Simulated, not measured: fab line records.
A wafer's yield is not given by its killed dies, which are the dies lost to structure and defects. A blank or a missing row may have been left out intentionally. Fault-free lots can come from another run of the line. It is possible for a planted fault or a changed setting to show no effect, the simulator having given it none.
Struck lot and sound lot, side by side :: flow sfq_line :: 43 steps out of a route of 325
Sound: wafers L803.2, L803.3, L803.4. Struck: wafers L819.3, L819.4, L819.6. The cause is named last.
Order at every step that has rows: each side's tool, ch and its chambers, its first start. Under that, the readings that differ: sound wafers :: struck wafers :: difference of the means :: sigmas: that difference in standard deviations of wafers without a fault.
alike: words and numbers the same on both sides, and readings whose means are apart by under 2 such deviations; not compared: readings that were withheld, readings missing a value for some wafer, numbers with overlapping values and no deviation given by the record, and bounds like >300 which may hide the same value.
A row with sigmas, a row that says differs or no value, or rows on one side alone: a step with any of these is where the two part. Numbers that don't overlap but have no deviation are shown without sigmas and don't part them. Lack of a reading on every wafer of one side parts them only where that side has two or more wafers.

SFQ_TRILAYER_JJ_CE_BARC_OPEN_RIE_150: chemistry O2, target BARC, target depth 240 nm, time 80 s.
  sound on rie_metal-01 ch 0,1, day 43 17:25; struck on rie_metal-03 ch 1, day 63 12:10
  alike: bias_w, drypump_motor_current_A, oes_product_au
  not compared: rf_hours_counter_h
then, 10 steps without rows for these wafers: SFQ_TRILAYER_JJ_CE_ETCH_RIE_118 (chemistry SF6, target Nb, stops on Al2O3, time 97.7 s, target depth 170 nm); SFQ_TRILAYER_JJ_ANODIZE_ANODIZE_119; SFQ_TRILAYER_JJ_CE_STRIP_STRIP_120 (strips in O2); SFQ_TRILAYER_JJ_CE_STRIP_SOLV_CLEAN_121 (cleans in NMP, time 600 s); SFQ_TRILAYER_M5_LITHO_COAT_128 (resist thk 62 nm); SFQ_TRILAYER_M5_LITHO_COAT_123 (resist thk 600 nm); SFQ_TRILAYER_M5_LITHO_SOFTBAKE_127; SFQ_TRILAYER_M5_LITHO_EXPOSE_124 (exposes mask M5, target cd 700 nm); SFQ_TRILAYER_M5_LITHO_PEB_126 (peb time 60 s); SFQ_TRILAYER_M5_LITHO_DEVELOP_125 (time 60 s).
-- the record jumps here: 6 days lie between the struck wafers' starts before and after --
SFQ_M5_OVL_MEAS_932:
  sound on overlay-01, day 49 09:01; struck on overlay-02, day 69 04:48
  alike: M5_OVL
SFQ_TRILAYER_M5_BARC_OPEN_METAL_ETCH_161: etches BARC in O2, target depth 125 nm, time 41.7 s.
  sound on rie_metal-01 ch 0,1, day 49 09:02; struck on rie_metal-03 ch 0,1, day 69 04:50
  no value came back on the struck wafers for any of 5 readings (bias_w (W), chamber_pressure_mTorr (mTorr) and others); on the sound wafers bias_w (W) reads 80.51 80.25 79.71
reading: model.KrF_of_TRILAYER_M5_LITHO_COAT_123.thk_nm (nm)
sound: 521.3 519.9 520.4
struck: 573.8 572.8 572.1
difference: +52.4
sigmas: 
  not compared: rf_hours_counter_h
SFQ_TRILAYER_M5_ETCH_METAL_ETCH_126: etches Nb in Cl2/BCl3, stops on SiO2, time 203.2 s, target depth 265 nm.
  sound on rie_metal-01 ch 0,1, day 49 09:06; struck on rie_metal-03 ch 0,1, day 69 04:56
reading: oes_product_au (a.u.)
sound: 0.717 0.734 0.728
struck: 0.379 0.373 0.384
difference: -0.348
sigmas: -50

reading: model.KrF_of_TRILAYER_M5_LITHO_COAT_123.thk_nm (nm)
sound: 370.8 368.1 367.4
struck: 420.9 417.3 419.9
difference: +50.6
sigmas: 
  alike: bias_w, chamber_pressure_mTorr, drypump_motor_current_A
  not compared: rf_hours_counter_h
then, 3 steps without rows for these wafers: SFQ_TRILAYER_M5_STRIP_STRIP_127 (strips in O2); SFQ_TRILAYER_M5_STRIP_SOLV_CLEAN_128 (cleans in NMP, time 600 s); SFQ_TRILAYER_A5B_DEP_PECVD_129 (deposits SiO2 from SiH4/N2O, time 133.33 s, target thk 600 nm).
SFQ_TRILAYER_A5B_CMP_CMP_130: polishes, stops on Nb, target thk 340.7 nm.
  sound on cmp-02 ch 0,1,2, day 50 10:06; struck on cmp-01 ch 0,3, day 69 05:56
  alike: motor_current_A, retaining_ring_pressure_frac, slurry_filter_dp_kPa
SFQ_TRILAYER_A5B_METRO_MEASURE_131:
  sound on film_metro-04, day 50 13:18; struck on film_metro-03, day 69 09:20
  alike: thk_nm
SFQ_TRILAYER_R5_DEP_SPUTTER_132: material Ti, target thk 5 nm, time 5 s.
  sound on pvd_sputter-03, day 50 14:18; struck on pvd_sputter-03, day 69 10:08
  alike: throttle_valve_pct
then, 2 steps without rows for these wafers: SFQ_TRILAYER_R5_DEP_SPUTTER_133 (material MoNx, target thk 40 nm, time 66.7 s); SFQ_TRILAYER_R5_DEP_SPUTTER_134 (material Ti, target thk 5 nm, time 5 s).
SFQ_R5_RS_MEAS_933: the measuring method here is four-point-probe.
  sound on film_metro-01, day 50 14:25; struck on film_metro-04, day 69 10:16
  alike: R5_MONX_RS
SFQ_R5_THK_MEAS_934: measures by xrf.
  sound on film_metro-01, day 50 14:31; struck on film_metro-04, day 69 10:22
  alike: R5_MONX_THK
then, 3 steps without rows for these wafers: SFQ_TRILAYER_R5_LITHO_COAT_141 (resist thk 62 nm); SFQ_TRILAYER_R5_LITHO_COAT_136 (resist thk 600 nm); SFQ_TRILAYER_R5_LITHO_SOFTBAKE_140.
SFQ_TRILAYER_R5_LITHO_EXPOSE_137: exposes mask R5, target cd 500 nm.
  struck on krf_scanner-02, day 69 11:41; sound on krf_scanner-02 ch 0, day 56 05:15
  no value came back on the struck wafers for exposure_dose_mJ_cm2, focus_offset_nm (nm), reticle_temp_C (C); on the sound wafers exposure_dose_mJ_cm2 reads 14.409 14.406 14.406
  alike: mask
then, 2 steps without rows for these wafers: SFQ_TRILAYER_R5_LITHO_PEB_139 (peb time 60 s); SFQ_TRILAYER_R5_LITHO_DEVELOP_138 (time 60 s).
SFQ_R5_OVL_MEAS_935:
  sound on overlay-02, day 56 06:34; struck on overlay-02, day 69 12:48
reading: R5_OVL (nm)
sound: -7 -4 -2
struck: - - -
difference: no value on the struck wafers
sigmas: 
SFQ_TRILAYER_R5_BARC_OPEN_METAL_ETCH_177: etches BARC in O2, target depth 125 nm, time 41.7 s.
  sound on rie_metal-02 ch 0,1, day 56 06:35; struck on rie_metal-04 ch 0,1, day 69 12:50
  alike: bias_w, chamber_pressure_mTorr, drypump_motor_current_A, oes_product_au
  not compared: rf_hours_counter_h
then, 9 steps without rows for these wafers: SFQ_TRILAYER_R5_ETCH_METAL_ETCH_139 (etches the open film in Cl2, stops on SiO2, target depth 60 nm, time 40 s); SFQ_TRILAYER_R5_STRIP_STRIP_140 (strips in O2); SFQ_TRILAYER_R5_STRIP_SOLV_CLEAN_141 (cleans in NMP, time 600 s); SFQ_TRILAYER_A5C_DEP_PECVD_142 (deposits SiO2 from SiH4/N2O, time 15.556 s, target thk 70 nm); SFQ_TRILAYER_I5_LITHO_COAT_149 (resist thk 62 nm); SFQ_TRILAYER_I5_LITHO_COAT_144 (resist thk 650 nm); SFQ_TRILAYER_I5_LITHO_SOFTBAKE_148; SFQ_TRILAYER_I5_LITHO_PEB_147 (peb time 60 s); SFQ_TRILAYER_I5_LITHO_DEVELOP_146 (time 60 s).
-- the record jumps here: 5 days lie between the struck wafers' starts before and after --
SFQ_TRILAYER_I5_ETCH_VIA_ETCH_147: etches the open film in CHF3, stops on Nb, target depth 360 nm.
  sound on rie_diel-03 ch 0,1,2, day 56 10:02; struck on rie_diel-01 ch 0,1, day 74 17:25
reading: oes_product_au (a.u.)
sound: 0.991 0.992 0.995
struck: 0.377 0.368 0.368
difference: -0.622
sigmas: -99 or more

reading: model.I5.cd_nm (nm)
sound: 696.3 698.1 698.4
struck: - - -
difference: no value on the struck wafers
sigmas: 
  alike: bias_w, chamber_pressure_mTorr, drypump_motor_current_A
-- the record jumps here: 13 days lie between the struck wafers' starts before and after --
SFQ_M8_BOW_MEAS_951:
  sound on film_metro-01, day 83 12:08; struck on film_metro-02, day 87 08:52
reading: model.etest.r5.comb_log10_ohm
sound: 12 12 12
struck: 0 0 0
difference: -12
sigmas: 

reading: model.etest.m5.comb_log10_ohm
sound: 12 12 12
struck: 0 0 0
difference: -12
sigmas: 

reading: model.etest.jj.g_times
sound: 1.004 0.9991 0.999
struck: 0 0 0
difference: -1
sigmas: 
  alike: M8_BOW

== WHERE THEY PART ==
First at SFQ_TRILAYER_M5_BARC_OPEN_METAL_ETCH_161; last, within this record, at SFQ_TRILAYER_I5_ETCH_VIA_ETCH_147. Later steps at which nothing parts them and some readings are alike: SFQ_M8_BOW_MEAS_951.

WHY: what the simulator had put in
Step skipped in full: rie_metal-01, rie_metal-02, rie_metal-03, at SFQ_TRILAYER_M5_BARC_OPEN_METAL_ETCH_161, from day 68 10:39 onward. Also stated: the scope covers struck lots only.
